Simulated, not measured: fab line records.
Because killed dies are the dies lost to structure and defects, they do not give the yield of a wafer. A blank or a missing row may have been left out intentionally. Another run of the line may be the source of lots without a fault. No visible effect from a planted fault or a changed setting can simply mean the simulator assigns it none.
Which tool was responsible? :: flow sky130 :: 7 lots, 21 wafers sampled, at 3 steps of a route of 708

## WHAT THE GAUGES SHOWED, per wafer
SKY_LOCAL_INTERCONNECT_CD_MEAS_11: the cd target is 170 nm.
lot: L988
measured: day 31 01:59
on: cd sem-01
cd nm (nm): 170.8 171.1 169.6

lot: L990
measured: day 31 10:09
on: cd sem-01
cd nm (nm): 172.1 172.0 170.9

lot: L992
measured: day 32 08:48
on: cd sem-01
cd nm (nm): 168.6 169.4 168.1

lot: L995
measured: day 33 10:46
on: cd sem-01
cd nm (nm): 170.3 169.6 170.3

lot: L998
measured: day 34 20:08
on: cd sem-01
cd nm (nm): 170.8 169.4 171.4

lot: L100
measured: day 35 08:16
on: cd sem-01
cd nm (nm): 171.7 170.1 142.8 171.2 169.9 142.7

lot: L105
measured: day 36 12:17
on: cd sem-01
cd nm (nm): 168.0 169.8 168.8

## WHICH TOOL RAN EACH LOT (tool, then ch and the chambers of the sampled wafers, then the start)
lot: L988
SKY_POLY_CUT_STRIP_12: plasma asher-01 ch 0,1, day 24 22:28
SKY_LOCAL_INTERCONNECT_EXPOSE_08: krf scanner-01 ch 0, day 30 12:41

lot: L990
SKY_POLY_CUT_STRIP_12: plasma asher-02 ch 0,1, day 25 09:21
SKY_LOCAL_INTERCONNECT_EXPOSE_08: krf scanner-01 ch 0, day 30 20:19

lot: L992
SKY_POLY_CUT_STRIP_12: plasma asher-03 ch 0,1, day 26 10:42
SKY_LOCAL_INTERCONNECT_EXPOSE_08: krf scanner-02 ch 0, day 31 19:49

lot: L995
SKY_POLY_CUT_STRIP_12: plasma asher-01 ch 0,1, day 27 14:40
SKY_LOCAL_INTERCONNECT_EXPOSE_08: krf scanner-01 ch 0, day 32 21:45

lot: L998
SKY_POLY_CUT_STRIP_12: plasma asher-01 ch 0,1, day 29 02:27
SKY_LOCAL_INTERCONNECT_EXPOSE_08: krf scanner-01 ch 0, day 34 07:40

lot: L100
SKY_POLY_CUT_STRIP_12: plasma asher-03 ch 0,1, day 29 14:36
SKY_LOCAL_INTERCONNECT_EXPOSE_08: krf scanner-01 ch 0, day 34 19:10

lot: L105
SKY_POLY_CUT_STRIP_12: plasma asher-03 ch 0,1, day 30 20:06
SKY_LOCAL_INTERCONNECT_EXPOSE_08: krf scanner-02 ch 0, day 35 22:46
- SKY_POLY_CUT_STRIP_12: strips in O2/N2.
- SKY_LOCAL_INTERCONNECT_EXPOSE_08: exposes mask LI1M, target cd 170 nm.

## THE ANSWER, worked out from the rows above alone
Rule: the usual values come from the lots themselves. Put in order of their means at a reading, lots are off if they are a third of the lots or fewer, leave a main group of 4 or more, and stand apart from it by a gap of 3 or more times the standard deviation of the main group's means; of several such gaps the widest counts. A main group is skipped when, at the precision printed for the reading in the tables above, its means are all equal. A lot without any number at a reading at which 4 lots or more have one is off too. Any other lot the step has rows for is counted as sound.
Off at SKY_LOCAL_INTERCONNECT_CD_MEAS_11 (cd nm): L100. The main group: mean 170.1 nm, standard deviation 1.
If a tool, at a process step before that reading, ran all the lots that are off and no sound lot after the first of them, it fits. Gauges at SKY_LOCAL_INTERCONNECT_CD_MEAS_11: tried the same way as those tools. One candidate fits, namely krf scanner-01 at SKY_LOCAL_INTERCONNECT_EXPOSE_08. A fault onset in the window from L998 (day 34 07:40, its last sound lot) to L100 (day 34 19:10, its first lot off) fits.

## WHAT HAD BEEN PUT IN BY THE SIMULATOR
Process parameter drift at SKY_LOCAL_INTERCONNECT_EXPOSE_08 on krf scanner-01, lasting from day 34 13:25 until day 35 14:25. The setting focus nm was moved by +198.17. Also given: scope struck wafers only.
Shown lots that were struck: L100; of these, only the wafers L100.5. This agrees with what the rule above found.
